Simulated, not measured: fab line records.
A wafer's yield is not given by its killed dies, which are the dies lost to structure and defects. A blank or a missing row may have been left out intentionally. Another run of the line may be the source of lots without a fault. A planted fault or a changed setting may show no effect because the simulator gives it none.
Which tool is to blame? || flow gf180mcu || 11 lots with 33 wafers sampled at 5 steps, on a route of 602 steps

WHAT THE GAUGES SHOWED, per wafer
GF_V5_THK_MEAS_01. Usual: V5_CVD_00_THK gives 301.5 nm (standard deviation 3).
{"lot": "L473", "measured": "day 27 03:51", "on": "film-metro-02", "V5_CVD_00_THK (nm)": "304.6 300.1 304.0", "flag": ""}
{"lot": "L474", "measured": "day 27 11:49", "on": "film-metro-02", "V5_CVD_00_THK (nm)": "300.6 301.0 300.7", "flag": ""}
{"lot": "L475", "measured": "day 28 01:12", "on": "film-metro-02", "V5_CVD_00_THK (nm)": "302.7 301.0 302.4", "flag": ""}
{"lot": "L476", "measured": "day 28 04:51", "on": "film-metro-04", "V5_CVD_00_THK (nm)": "304.8 301.2 298.0", "flag": ""}
{"lot": "L479", "measured": "day 29 06:07", "on": "film-metro-04", "V5_CVD_00_THK (nm)": "300.2 299.7 301.9", "flag": ""}
{"lot": "L481", "measured": "day 29 20:56", "on": "film-metro-02", "V5_CVD_00_THK (nm)": "303.2 304.0 303.5", "flag": ""}
{"lot": "L483", "measured": "day 30 07:49", "on": "film-metro-04", "V5_CVD_00_THK (nm)": "302.8 303.0 301.7", "flag": ""}
{"lot": "L484", "measured": "day 30 12:57", "on": "film-metro-04", "V5_CVD_00_THK (nm)": "296.4 299.7 299.2", "flag": ""}
{"lot": "L486", "measured": "day 31 01:29", "on": "film-metro-02", "V5_CVD_00_THK (nm)": "301.9 302.8 298.9", "flag": ""}
{"lot": "L487", "measured": "day 31 13:09", "on": "film-metro-02", "V5_CVD_00_THK (nm)": "300.1 300.2 300.7", "flag": ""}
{"lot": "L494", "measured": "day 33 05:58", "on": "film-metro-04", "V5_CVD_00_THK (nm)": "305.2 302.1 304.9", "flag": ""}

GF_TOP_METAL_CD_MEAS_14: the cd target is 440 nm. Usual: cd-nm reads 440.6 nm (standard deviation 2.2).
{"lot": "L473", "measured": "day 28 23:13", "on": "cd-sem-01", "cd-nm (nm)": "437.8 438.7 439.7", "flag": ""}
{"lot": "L474", "measured": "day 29 06:10", "on": "cd-sem-01", "cd-nm (nm)": "439.8 438.8 441.9", "flag": ""}
{"lot": "L475", "measured": "day 29 18:16", "on": "cd-sem-02", "cd-nm (nm)": "439.2 439.2 439.9", "flag": ""}
{"lot": "L476", "measured": "day 29 22:34", "on": "cd-sem-01", "cd-nm (nm)": "440.0 438.8 439.2", "flag": ""}
{"lot": "L479", "measured": "day 30 21:19", "on": "cd-sem-02", "cd-nm (nm)": "435.8 437.0 437.6", "flag": ""}
{"lot": "L481", "measured": "day 31 11:37", "on": "cd-sem-02", "cd-nm (nm)": "441.8 439.3 440.8", "flag": ""}
{"lot": "L483", "measured": "day 31 21:22", "on": "cd-sem-02", "cd-nm (nm)": "440.3 441.9 440.8", "flag": ""}
{"lot": "L484", "measured": "day 32 02:34", "on": "cd-sem-01", "cd-nm (nm)": "446.5 443.1 445.6", "flag": ""}
{"lot": "L486", "measured": "day 32 14:05", "on": "cd-sem-01", "cd-nm (nm)": "467.9 470.9 468.3", "flag": "OFF"}
{"lot": "L487", "measured": "day 33 01:02", "on": "cd-sem-01", "cd-nm (nm)": "459.9 462.2 461.3", "flag": "OFF"}
{"lot": "L494", "measured": "day 34 15:34", "on": "cd-sem-02", "cd-nm (nm)": "438.4 438.6 436.3", "flag": ""}

WHICH TOOL RAN EACH LOT (tool, then ch and the chambers of the sampled wafers, then the start)
{"lot": "L473", "GF_M5_METAL_ETCH_10": "rie-metal-04 ch 0,1, day 27 02:46", "GF_M5_STRIP_11": "plasma-asher-02 ch 0,1, day 27 02:53", "GF_TOP_METAL_EXPOSE_11": "iline-stepper-02 ch 0, day 28 13:08"}
{"lot": "L474", "GF_M5_METAL_ETCH_10": "rie-metal-01 ch 1, day 27 10:58", "GF_M5_STRIP_11": "plasma-asher-02 ch 0,1, day 27 11:13", "GF_TOP_METAL_EXPOSE_11": "iline-stepper-01 ch 0, day 28 20:59"}
{"lot": "L475", "GF_M5_METAL_ETCH_10": "rie-metal-03 ch 0,1, day 28 00:24", "GF_M5_STRIP_11": "plasma-asher-01 ch 0,1, day 28 00:32", "GF_TOP_METAL_EXPOSE_11": "iline-stepper-02 ch 0, day 29 08:32"}
{"lot": "L476", "GF_M5_METAL_ETCH_10": "rie-metal-04 ch 0, day 28 04:01", "GF_M5_STRIP_11": "plasma-asher-04 ch 0,1, day 28 04:16", "GF_TOP_METAL_EXPOSE_11": "iline-stepper-01 ch 0, day 29 13:08"}
{"lot": "L479", "GF_M5_METAL_ETCH_10": "rie-metal-01 ch 0,1, day 29 05:25", "GF_M5_STRIP_11": "plasma-asher-01 ch 0,1, day 29 05:32", "GF_TOP_METAL_EXPOSE_11": "iline-stepper-02 ch 0, day 30 12:43"}
{"lot": "L481", "GF_M5_METAL_ETCH_10": "rie-metal-04 ch 0,1, day 29 20:10", "GF_M5_STRIP_11": "plasma-asher-04 ch 0,1, day 29 20:16", "GF_TOP_METAL_EXPOSE_11": "iline-stepper-01 ch 0, day 31 02:52"}
{"lot": "L483", "GF_M5_METAL_ETCH_10": "rie-metal-03 ch 0,1, day 30 07:04", "GF_M5_STRIP_11": "plasma-asher-04 ch 0,1, day 30 07:11", "GF_TOP_METAL_EXPOSE_11": "iline-stepper-02 ch 0, day 31 13:00"}
{"lot": "L484", "GF_M5_METAL_ETCH_10": "rie-metal-04 ch 0, day 30 12:13", "GF_M5_STRIP_11": "plasma-asher-04 ch 0,1, day 30 12:20", "GF_TOP_METAL_EXPOSE_11": "iline-stepper-02 ch 0, day 31 17:46"}
{"lot": "L486", "GF_M5_METAL_ETCH_10": "rie-metal-01 ch 0,1, day 31 00:47", "GF_M5_STRIP_11": "plasma-asher-01 ch 0,1, day 31 00:55", "GF_TOP_METAL_EXPOSE_11": "iline-stepper-01 ch 0, day 32 05:59"}
{"lot": "L487", "GF_M5_METAL_ETCH_10": "rie-metal-01 ch 0,1, day 31 12:06", "GF_M5_STRIP_11": "plasma-asher-04 ch 0,1, day 31 12:14", "GF_TOP_METAL_EXPOSE_11": "iline-stepper-01 ch 0, day 32 17:17"}
{"lot": "L494", "GF_M5_METAL_ETCH_10": "rie-metal-01 ch 0,1, day 33 05:15", "GF_M5_STRIP_11": "plasma-asher-02 ch 0,1, day 33 05:23", "GF_TOP_METAL_EXPOSE_11": "iline-stepper-02 ch 0, day 34 07:56"}
- GF_M5_METAL_ETCH_10: etches the open film in Cl2/BCl3, stops on SiO2, target depth 750.8 nm, time 125.1 s.
- GF_M5_STRIP_11: strips in O2/N2.
- GF_TOP_METAL_EXPOSE_11: exposes mask MetalTop, target cd 440 nm.

AS READ BY THE TOOLS THEMSELVES (means over the sampled wafers that have a number; for cases with no such wafer, the mark the record gives instead)
GF_M5_METAL_ETCH_10. Usual: drypump-motor-current-A 5.8 A, standard deviation 0.37; mfc-cl2-sccm 79.99 sccm, standard deviation 0.25; oes-product-au 0.989 a.u., standard deviation 0.007; throttle-valve-pct 28.230 %, standard deviation 0.01.
{"lot": "L473", "tool": "rie-metal-04", "drypump-motor-current-A (A)": 5.9, "mfc-cl2-sccm (sccm)": 80.16, "oes-product-au (a.u.)": 0.986, "throttle-valve-pct (%)": 28.231, "flag": ""}
{"lot": "L474", "tool": "rie-metal-01", "drypump-motor-current-A (A)": 5.3, "mfc-cl2-sccm (sccm)": 79.95, "oes-product-au (a.u.)": 0.989, "throttle-valve-pct (%)": 28.225, "flag": ""}
{"lot": "L475", "tool": "rie-metal-03", "drypump-motor-current-A (A)": 5.9, "mfc-cl2-sccm (sccm)": 79.99, "oes-product-au (a.u.)": 0.986, "throttle-valve-pct (%)": 28.243, "flag": ""}
{"lot": "L476", "tool": "rie-metal-04", "drypump-motor-current-A (A)": 5.5, "mfc-cl2-sccm (sccm)": 79.95, "oes-product-au (a.u.)": 0.992, "throttle-valve-pct (%)": 28.227, "flag": ""}
{"lot": "L479", "tool": "rie-metal-01", "drypump-motor-current-A (A)": 5.6, "mfc-cl2-sccm (sccm)": 80.13, "oes-product-au (a.u.)": 0.990, "throttle-valve-pct (%)": 28.236, "flag": ""}
{"lot": "L481", "tool": "rie-metal-04", "drypump-motor-current-A (A)": 5.7, "mfc-cl2-sccm (sccm)": 80.25, "oes-product-au (a.u.)": 0.984, "throttle-valve-pct (%)": 28.238, "flag": ""}
{"lot": "L483", "tool": "rie-metal-03", "drypump-motor-current-A (A)": 5.9, "mfc-cl2-sccm (sccm)": 79.94, "oes-product-au (a.u.)": 0.982, "throttle-valve-pct (%)": 28.235, "flag": ""}
{"lot": "L484", "tool": "rie-metal-04", "drypump-motor-current-A (A)": 5.5, "mfc-cl2-sccm (sccm)": 80.08, "oes-product-au (a.u.)": 0.991, "throttle-valve-pct (%)": 28.228, "flag": ""}
{"lot": "L486", "tool": "rie-metal-01", "drypump-motor-current-A (A)": 5.6, "mfc-cl2-sccm (sccm)": 79.80, "oes-product-au (a.u.)": 0.992, "throttle-valve-pct (%)": 28.225, "flag": ""}
{"lot": "L487", "tool": "rie-metal-01", "drypump-motor-current-A (A)": 5.6, "mfc-cl2-sccm (sccm)": 80.21, "oes-product-au (a.u.)": 0.992, "throttle-valve-pct (%)": 28.234, "flag": ""}
{"lot": "L494", "tool": "rie-metal-01", "drypump-motor-current-A (A)": 5.6, "mfc-cl2-sccm (sccm)": 79.89, "oes-product-au (a.u.)": 0.985, "throttle-valve-pct (%)": 28.229, "flag": ""}

GF_M5_STRIP_11. Usual: drypump-motor-current-A 6.0 A, standard deviation 0.44; heater-power-w 341 W, standard deviation 30; oes-product-au 0.523 a.u., standard deviation 0.005; platen-temp-c 250.03 C, standard deviation 0.17; strip-time-to-endpoint-s 7.05 s, standard deviation 0.072.
{"lot": "L473", "tool": "plasma-asher-02", "drypump-motor-current-A (A)": 5.9, "heater-power-w (W)": 301, "oes-product-au (a.u.)": 0.524, "platen-temp-c (C)": 249.87, "strip-time-to-endpoint-s (s)": 7.12, "flag": ""}
{"lot": "L474", "tool": "plasma-asher-02", "drypump-motor-current-A (A)": 5.9, "heater-power-w (W)": 299, "oes-product-au (a.u.)": 0.522, "platen-temp-c (C)": 249.88, "strip-time-to-endpoint-s (s)": 7.05, "flag": ""}
{"lot": "L475", "tool": "plasma-asher-01", "drypump-motor-current-A (A)": 6.0, "heater-power-w (W)": 349, "oes-product-au (a.u.)": 0.521, "platen-temp-c (C)": 249.96, "strip-time-to-endpoint-s (s)": 7.12, "flag": ""}
{"lot": "L476", "tool": "plasma-asher-04", "drypump-motor-current-A (A)": 6.2, "heater-power-w (W)": 360, "oes-product-au (a.u.)": 0.518, "platen-temp-c (C)": 250.21, "strip-time-to-endpoint-s (s)": 6.93, "flag": ""}
{"lot": "L479", "tool": "plasma-asher-01", "drypump-motor-current-A (A)": 5.6, "heater-power-w (W)": 346, "oes-product-au (a.u.)": 0.522, "platen-temp-c (C)": 250.08, "strip-time-to-endpoint-s (s)": 7.07, "flag": ""}
{"lot": "L481", "tool": "plasma-asher-04", "drypump-motor-current-A (A)": 6.2, "heater-power-w (W)": 362, "oes-product-au (a.u.)": 0.520, "platen-temp-c (C)": 250.06, "strip-time-to-endpoint-s (s)": 7.03, "flag": ""}
{"lot": "L483", "tool": "plasma-asher-04", "drypump-motor-current-A (A)": 5.9, "heater-power-w (W)": 342, "oes-product-au (a.u.)": 0.520, "platen-temp-c (C)": 249.96, "strip-time-to-endpoint-s (s)": 7.09, "flag": ""}
{"lot": "L484", "tool": "plasma-asher-04", "drypump-motor-current-A (A)": 5.9, "heater-power-w (W)": 337, "oes-product-au (a.u.)": 0.524, "platen-temp-c (C)": 250.09, "strip-time-to-endpoint-s (s)": 7.11, "flag": ""}
{"lot": "L486", "tool": "plasma-asher-01", "drypump-motor-current-A (A)": 6.0, "heater-power-w (W)": 350, "oes-product-au (a.u.)": 0.519, "platen-temp-c (C)": 250.09, "strip-time-to-endpoint-s (s)": 6.96, "flag": ""}
{"lot": "L487", "tool": "plasma-asher-04", "drypump-motor-current-A (A)": 5.9, "heater-power-w (W)": 341, "oes-product-au (a.u.)": 0.520, "platen-temp-c (C)": 250.21, "strip-time-to-endpoint-s (s)": 6.93, "flag": ""}
{"lot": "L494", "tool": "plasma-asher-02", "drypump-motor-current-A (A)": 6.1, "heater-power-w (W)": 313, "oes-product-au (a.u.)": 0.523, "platen-temp-c (C)": 249.97, "strip-time-to-endpoint-s (s)": 7.05, "flag": ""}

GF_TOP_METAL_EXPOSE_11. Usual: exposure-dose-mJ-cm2 reads 170.00 (standard deviation 0.17).
{"lot": "L473", "tool": "iline-stepper-02", "exposure-dose-mJ-cm2": 170.11, "flag": ""}
{"lot": "L474", "tool": "iline-stepper-01", "exposure-dose-mJ-cm2": 169.90, "flag": ""}
{"lot": "L475", "tool": "iline-stepper-02", "exposure-dose-mJ-cm2": 170.10, "flag": ""}
{"lot": "L476", "tool": "iline-stepper-01", "exposure-dose-mJ-cm2": 170.07, "flag": ""}
{"lot": "L479", "tool": "iline-stepper-02", "exposure-dose-mJ-cm2": 169.92, "flag": ""}
{"lot": "L481", "tool": "iline-stepper-01", "exposure-dose-mJ-cm2": 169.95, "flag": ""}
{"lot": "L483", "tool": "iline-stepper-02", "exposure-dose-mJ-cm2": 169.92, "flag": ""}
{"lot": "L484", "tool": "iline-stepper-02", "exposure-dose-mJ-cm2": 169.96, "flag": ""}
{"lot": "L486", "tool": "iline-stepper-01", "exposure-dose-mJ-cm2": 154.13, "flag": "OFF"}
{"lot": "L487", "tool": "iline-stepper-01", "exposure-dose-mJ-cm2": 157.39, "flag": "OFF"}
{"lot": "L494", "tool": "iline-stepper-02", "exposure-dose-mJ-cm2": 170.26, "flag": ""}

THE ANSWER, worked out from the rows above alone
Rule: lot off if the mean of its wafers having a number is beyond 3 standard deviations from the usual mean. A lot without any number at a reading at which 4 lots or more have one is off too. All remaining lots with rows at the step are treated as sound. The gauges are gone through in route order, then the tools' own readings, and for those a lot's mean is taken as printed above. The first step at which some lot is off is used, and at that step the reading that is off furthest; a lot without a number counts as furthest.
Off: L486, L487, at GF_TOP_METAL_CD_MEAS_14 (cd-nm).
A tool fits if, at a process step before that reading, it ran every lot that is off, and no sound lot after the first of them. The gauges at GF_TOP_METAL_CD_MEAS_14 aren't tried: what is off there is off at GF_TOP_METAL_EXPOSE_11 too, on other tools, and a gauge's error can't cause that. One fits: GF_TOP_METAL_EXPOSE_11 on iline-stepper-01. A fault onset in the window from L481 (day 31 02:52, its last sound lot) to L486 (day 32 05:59, its first lot off) fits.
The tool's own readings at GF_TOP_METAL_EXPOSE_11 bear it out: on the lots that are off they differ by more than 5 times the standard deviation of the sound lots' means. exposure-dose-mJ-cm2 reads 155.76 there against 170.02 on the sound lots.

WHAT THE SIMULATOR HAD INSERTED
Drift in process parameters on iline-stepper-01 at GF_TOP_METAL_EXPOSE_11, starting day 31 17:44. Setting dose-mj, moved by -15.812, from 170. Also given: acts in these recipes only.
Struck lots among those shown: L486, L487. The rule given above showed the same thing.
